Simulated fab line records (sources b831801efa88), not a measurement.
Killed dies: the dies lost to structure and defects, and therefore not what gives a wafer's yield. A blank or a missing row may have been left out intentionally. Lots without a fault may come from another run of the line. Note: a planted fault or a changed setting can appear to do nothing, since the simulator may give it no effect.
fab line records | flow sky130 | part 2 of 2: steps 27 to 36 of 36
[record] lots = 5 wafers = 15 last_day = 49
route steps=708 shown DNWELL@40 PWDE@45 NWELL@56
lots untouched by any fault: they come from a run of this same line in which no faults occurred
start_h: hours from the record's first day to the start of the lot's first wafer shown | wait_h: hours elapsed since this lot's preceding step | " unchanged from the row above | L1.1+2: a single row standing in for several wafers | - either no value or no given start | * or withheld: withheld | < > ~ a bound
route shown NAME@n: names a module that has steps shown in the file, with the first one's number in the route | usual: mean and standard deviation over wafers with no fault | same: alike in all rows | chamber/n: place in a boat | sites: each site's reading | _std_site: the values' standard deviation | _edge_site: the outer-site mean with the inner-site mean subtracted | radius_mm: how far each site lies from the wafer's centre | mask NAME#n: copy n | behind: the tool/chamber that last shaped the wafer | hold: why the lot went on hold/how many hours it stayed there/how the hold came to an end | device: the transistor (n, p or np) that didn't switch | end of line: the tests these same wafers got at the end of their route | for a step that has no rows: nothing shown but its recipe | killed: at the first sort, the dies lost to defects and structure; wafer yield is something else | map: the dies of a wafer, with x for killed, . for not killed, _ for no die there
set.NAME: the setting as run; set.NAME@STEP: as run at that earlier step | model.NAME: the simulator's own value behind a step, which no gauge read
lots at selected steps of the route; one table per step, one row per wafer
services: when a tool's chamber went out of use (start_h, in hours from the record's first day, below 0 if earlier), for how many hours, and the reason
[[steps]]
[step SKY_NWELL_IMPLANT_13]
[recipe] species = P energy_kev = 50 dose_cm2 = 7e+11 tilt_deg = withheld
[usual] dose_ions_cm2 = 7e+11/7.6e+08
// columns lot.wafer tool chamber start_h wait_h dose_ions_cm2
L075.1 implanter-03 0 90.29 0.1 6.998e+11
L075.3 " 0 " " 7.001e+11
L075.6 " 0 " " 6.993e+11
L078.1 implanter-01 0 107.74 0.1 6.999e+11
L078.4 " 0 " " 7.007e+11
L078.5 " 0 " " 6.993e+11
L084.1 implanter-04 0 151.27 0.1 6.99e+11
L084.2 " 0 " " 7.002e+11
L084.4 " 0 " " 6.996e+11
L089.1 implanter-03 0 174.94 0.1 7.013e+11
L089.5 " 0 " " 6.996e+11
L089.6 " 0 " " 6.992e+11
L092.2 implanter-01 0 193.16 0.1 6.991e+11
L092.4 " 0 " " 6.997e+11
L092.6 " 0 " " 6.988e+11
[step SKY_NWELL_STRIP_14]
[recipe] chemistry = O2/N2 power_w = 1400 pressure_mtorr = 1500 platen_temp_c = withheld o2_flow_sccm = 3000 n2_flow_sccm = 300 overash_fraction = 0.5
[usual] drypump_motor_current_A = 5.5/0.46 n2_flow_sccm = 300.1/0.84 oes_product_au = 0.723/0.0049 strip_time_to_endpoint_s = 36.90/0.11
// columns lot.wafer tool chamber start_h wait_h drypump_motor_current_A n2_flow_sccm oes_product_au rf_hours_counter_h strip_time_to_endpoint_s
L075.1 plasma_asher-04 0 90.44 0.1 4.9 301.0 0.732 27 36.90
L075.3 " 0 " " 4.9 300.6 0.722 - 36.86
L075.6 " 0 " " 5.0 300.1 0.718 - 36.93
L078.1 plasma_asher-03 1 107.89 0.1 6.0 301.8 0.719 43 36.75
L078.4 " 0 " " 5.8 300.2 0.725 - 36.91
L078.5 " 1 " " 5.9 301.1 0.729 - 36.86
L084.1 plasma_asher-04 0 151.42 0.1 4.9 301.1 0.725 33 36.99
L084.2 " 1 " " 5.8 297.6 0.734 33 36.99
L084.4 " 1 " " 5.9 298.9 0.724 - 36.93
L089.1 plasma_asher-04 0 175.09 0.1 4.9 300.2 0.724 35 36.81
L089.5 " 1 " " 5.9 301.0 0.726 - 36.88
L089.6 " 0 " " 4.9 299.8 0.719 - 36.83
L092.2 plasma_asher-04 1 193.29 0.1 5.9 301.1 0.727 37 37.05
L092.4 " 1 " " 5.8 299.4 0.727 - 36.99
L092.6 " 0 " " 5.0 301.3 0.725 - 37.01
[step SKY_NWELL_TW_MEAS_15]
[usual] NWELL_TW = 1824/11
// columns lot.wafer tool chamber start_h wait_h NWELL_TW
L075.1 film_metro-02 - 90.54 0.1 1813
L075.3 " - " " 1821
L075.6 " - " " 1809
L078.1 film_metro-01 - 107.99 0.1 1841
L078.4 " - " " 1832
L078.5 " - " " 1838
L084.1 film_metro-03 - 151.52 0.1 1835
L084.2 " - " " 1832
L084.4 " - " " 1838
L089.1 film_metro-01 - 175.19 0.1 1830
L089.5 " - " " 1829
L089.6 " - " " 1829
L092.2 film_metro-02 - 193.40 0.1 1810
L092.4 " - " " 1821
L092.6 " - " " 1821
[step SKY_NWELL_DEHYDRATE_16]
[recipe] temp_c = 200 time_s = 60
[usual] chill_plate_temp_C = 22.98/0.11
[same] time_s = 60
// columns lot.wafer tool chamber start_h wait_h chill_plate_temp_C
L075.1 litho_track-02 0 97.80 7.3 23.07
L075.3 " 0 " " 23.01
L075.6 " 0 " " 23.00
L078.1 litho_track-04 0 116.06 8.1 22.97
L078.4 " 0 " " 22.80
L078.5 " 0 " " 23.12
L084.1 litho_track-01 0 161.03 9.5 22.89
L084.2 " 0 " " 22.92
L084.4 " 0 " " 23.03
L089.1 litho_track-01 0 183.98 8.8 22.82
L089.5 " 0 " " 22.84
L089.6 " 0 " " 22.89
L092.2 litho_track-01 0 203.16 9.7 23.10
L092.4 " 0 " " 23.09
L092.6 " 0 " " 22.90
[step SKY_NWELL_HMDS_17]
[recipe] prime_time_s = 60 prime_temp_c = 120
[usual] chill_plate_temp_C = 23.01/0.11
// columns lot.wafer tool chamber start_h wait_h chill_plate_temp_C
L075.1 litho_track-02 0 97.95 0.1 23.16
L075.3 " 0 " " 23.11
L075.6 " 0 " " 23.18
L078.1 litho_track-04 0 116.21 0.1 23.02
L078.4 " 0 " " 22.98
L078.5 " 0 " " 23.01
L084.1 litho_track-01 0 161.18 0.1 22.89
L084.2 " 0 " " 22.86
L084.4 " 0 " " 22.77
L089.1 litho_track-01 0 184.13 0.1 22.98
L089.5 " 0 " " 23.03
L089.6 " 0 " " 22.92
L092.2 litho_track-01 0 203.31 0.1 23.08
L092.4 " 0 " " 23.02
L092.6 " 0 " " 23.05
[step SKY_NWELL_COAT_18]
[recipe] spin_rpm = 2000 resist_thk_nm = 3000
[usual] chill_plate_temp_C = 23.00/0.12
// columns lot.wafer tool chamber start_h wait_h chill_plate_temp_C
L075.1 litho_track-02 0 98.10 0.1 23.04
L075.3 " 0 " " 22.96
L075.6 " 0 " " 23.04
L078.1 litho_track-04 0 116.36 0.1 23.13
L078.4 " 0 " " 23.05
L078.5 " 0 " " 23.12
L084.1 litho_track-01 0 161.33 0.1 22.90
L084.2 " 0 " " 23.00
L084.4 " 0 " " 22.98
L089.1 litho_track-01 0 184.28 0.1 22.72
L089.5 " 0 " " 22.76
L089.6 " 0 " " 22.90
L092.2 litho_track-01 0 203.46 0.1 23.10
L092.4 " 0 " " 23.02
L092.6 " 0 " " 23.33
[step SKY_NWELL_SOFTBAKE_19]
[recipe] temp_c = 110 time_s = withheld
[usual] chill_plate_temp_C = 23.00/0.11
// columns lot.wafer tool chamber start_h wait_h chill_plate_temp_C
L075.1 litho_track-02 0 98.25 0.1 23.09
L075.3 " 0 " " 23.06
L075.6 " 0 " " 23.00
L078.1 litho_track-04 0 116.51 0.1 23.07
L078.4 " 0 " " 23.09
L078.5 " 0 " " 23.26
L084.1 litho_track-01 0 161.48 0.1 23.21
L084.2 " 0 " " 23.06
L084.4 " 0 " " 23.25
L089.1 litho_track-01 0 184.43 0.1 22.85
L089.5 " 0 " " 22.95
L089.6 " 0 " " 23.08
L092.2 litho_track-01 0 203.62 0.1 23.07
L092.4 " 0 " " 23.00
L092.6 " 0 " " 22.84
[step SKY_NWELL_EXPOSE_20]
[recipe] mask_id = NWM_COMPLEMENT na = 0.6 source_shape = conventional sigma_outer = 0.6 polarization = unpolarized target_cd_nm = 840 dose_mj = 260
// columns lot.wafer tool chamber start_h wait_h mask
L075.1+3+6 iline_stepper-01 0 - - NWM_COMPLEMENT#0
L078.1+4+5 iline_stepper-02 0 - - NWM_COMPLEMENT#0
L084.1+2+4 iline_stepper-02 0 - - NWM_COMPLEMENT#0
L089.1+5+6 iline_stepper-01 0 - - NWM_COMPLEMENT#0
L092.2+4+6 iline_stepper-01 0 - - NWM_COMPLEMENT#0
[step SKY_NWELL_PEB_21]
[recipe] temp_c = 115 time_s = withheld
[usual] chill_plate_temp_C = 23.03/0.11
// columns lot.wafer tool chamber start_h wait_h chill_plate_temp_C
L075.1 litho_track-01 0 - - 23.20
L075.3 " 0 " " 22.94
L075.6 " 0 " " 23.05
L078.1 litho_track-04 0 - - 22.93
L078.4 " 0 " " 22.87
L078.5 " 0 " " 22.95
L084.1 litho_track-01 0 - - 23.12
L084.2 " 0 " " 23.14
L084.4 " 0 " " 23.06
L089.1 litho_track-02 0 - - 22.90
L089.5 " 0 " " 22.80
L089.6 " 0 " " 22.80
L092.2 litho_track-02 0 - - 23.03
L092.4 " 0 " " 22.94
L092.6 " 0 " " 23.15
[step SKY_NWELL_DEVELOP_22]
[recipe] wall_angle_deg = 90 developer = TMAH develop_time_s = 60 dev_temp_c = 23
[usual] chill_plate_temp_C = 22.99/0.1
// columns lot.wafer tool chamber start_h wait_h chill_plate_temp_C
L075.1 litho_track-01 0 - - 22.90
L075.3 " 0 " " 22.92
L075.6 " 0 " " 22.88
L078.1 litho_track-04 0 - - 22.88
L078.4 " 0 " " 22.86
L078.5 " 0 " " 23.07
L084.1 litho_track-01 0 - - 22.94
L084.2 " 0 " " 23.02
L084.4 " 0 " " 22.83
L089.1 litho_track-02 0 - - 22.83
L089.5 " 0 " " 23.01
L089.6 " 0 " " 22.87
L092.2 litho_track-02 0 - - 22.92
L092.4 " 0 " " 23.02
L092.6 " 0 " " 23.10
[[services]]
// columns tool chamber start_h hours kind
implanter-02 - 47.17 1.4 repair
iline_stepper-02 - 51.15 1.7 pm
iline_stepper-01 - 52.35 12.8 repair
implanter-04 - 56.52 2.0 repair
plasma_asher-04 - 65.84 2.8 pm
implanter-03 - 77.98 1.7 repair
iline_stepper-01 - 95.73 1.3 repair
plasma_asher-01 - 108.75 9.0 pm
plasma_asher-01 0 108.75 9.0 vent_cycle
plasma_asher-01 1 108.75 9.0 vent_cycle
plasma_asher-01 0 117.75 - clean
plasma_asher-01 1 117.75 - clean
implanter-04 - 120.50 9.0 pm
plasma_asher-02 - 129.05 0.7 repair
implanter-02 - 129.64 4.4 pm
iline_stepper-01 - 133.33 1.7 pm
implanter-02 - 148.62 2.8 repair
implanter-03 - 162.59 3.6 pm
implanter-01 - 169.20 3.9 pm
implanter-02 - 173.09 5.6 repair
implanter-01 - 195.13 12.5 pm
implanter-04 - 207.75 8.5 repair
